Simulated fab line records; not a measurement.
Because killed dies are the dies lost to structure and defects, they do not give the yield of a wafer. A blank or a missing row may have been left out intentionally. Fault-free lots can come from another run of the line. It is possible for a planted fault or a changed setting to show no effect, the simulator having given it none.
A struck lot beside a sound one | flow sky130 | 15 out of 708 route steps
Sound: these wafers, L324.2, L324.3, L324.4. Wafers struck: L327.1, L327.2, L327.5. At the end, the cause is stated.
Per side, at each step with rows, come the tool, then ch with its chambers, and then its first start. Under that, the readings that differ: sound wafers | struck wafers | difference of the means | sigmas: that difference in standard deviations of wafers without a fault.
alike: readings with means less than 2 such deviations apart, plus words and numbers identical on both sides. not compared: withheld readings, readings lacking a value on some wafer, bounds such as >300 that could conceal the same value, and numbers that have no deviation in the record and whose values overlap.
Wherever a step has rows on one side only, a row that says differs or no value, or a row with sigmas, the two part there. Numbers that don't overlap but have no deviation are shown without sigmas and don't part them. Lack of a reading on every wafer of one side parts them only where that side has two or more wafers.

SKY_METAL1_STRIP_20: strips in O2/N2.
  sound on plasma asher-03 ch 0,1, day 33 23:05; struck on plasma asher-03 ch 0,1, day 35 07:05
  alike: drypump motor current A, oes product au, strip time to endpoint s
  not compared: rf hours counter h
then, 4 steps without rows for these wafers: SKY_METAL1_STRIP_21 (strips in post etch residue remover, time 1200 s); SKY_METAL1_CLEAN_22 (cleans in IPA, time 180 s); SKY_METAL1_CLEAN_23 (cleans in O3/DIW); SKY_VIA1_HDPCVD_00 (deposits SiO2, target thk 1030 nm, time 171.7 s).
SKY_VIA1_THK_MEAS_01:
  struck on film metro-01, day 35 07:47; sound on film metro-01, day 33 23:53
  alike: VIA1_HDPCVD_THK
SKY_VIA1_CMP_02: polishes SiO2.
  sound on cmp-01 ch 1,2,3, day 33 23:59; struck on cmp-01 ch 0,3, day 35 07:50
  alike: motor current A, retaining ring pressure frac, slurry filter dp kPa
SKY_VIA1_BOW_MEAS_03:
  struck on film metro-02, day 35 08:08; sound on film metro-03, day 34 00:15
  alike: VIA1_BOW
then, 4 steps without rows for these wafers: SKY_VIA1_DEHYDRATE_04 (time 60 s); SKY_VIA1_HMDS_05 (prime time 60 s); SKY_VIA1_COAT_06 (resist thk 60 nm); SKY_VIA1_COAT_07 (resist thk 450 nm).
SKY_VIA1_SOFTBAKE_08: time 90 s.
  sound on litho track-04 ch 0, day 34 13:00; struck on litho track-03 ch 0, day 35 21:00
  reading                  | sound             | struck            | difference | sigmas
  heater power total W (W) | 57.37 57.39 57.44 | 55.73 55.70 55.84 | -1.64      | -14
  plate temp C (C)         | 99.87 99.82 99.73 | 97.93 97.91 97.83 | -1.92      | -15
then, 1 step without rows for these wafers: SKY_VIA1_EXPOSE_09 (exposes mask VIM, target cd 150 nm).
SKY_PAD_OPEN_PROBE_99:
  rows exist in the record for the sound wafers here (prober-02, day 46 08:22), none for the struck ones

## WHERE THEY PART
Last at SKY_PAD_OPEN_PROBE_99 as far as this record goes, first at SKY_VIA1_SOFTBAKE_08.

WHY: the cause the simulator had injected
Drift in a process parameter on litho track-03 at SKY_VIA1_SOFTBAKE_08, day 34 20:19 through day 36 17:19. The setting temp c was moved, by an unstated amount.
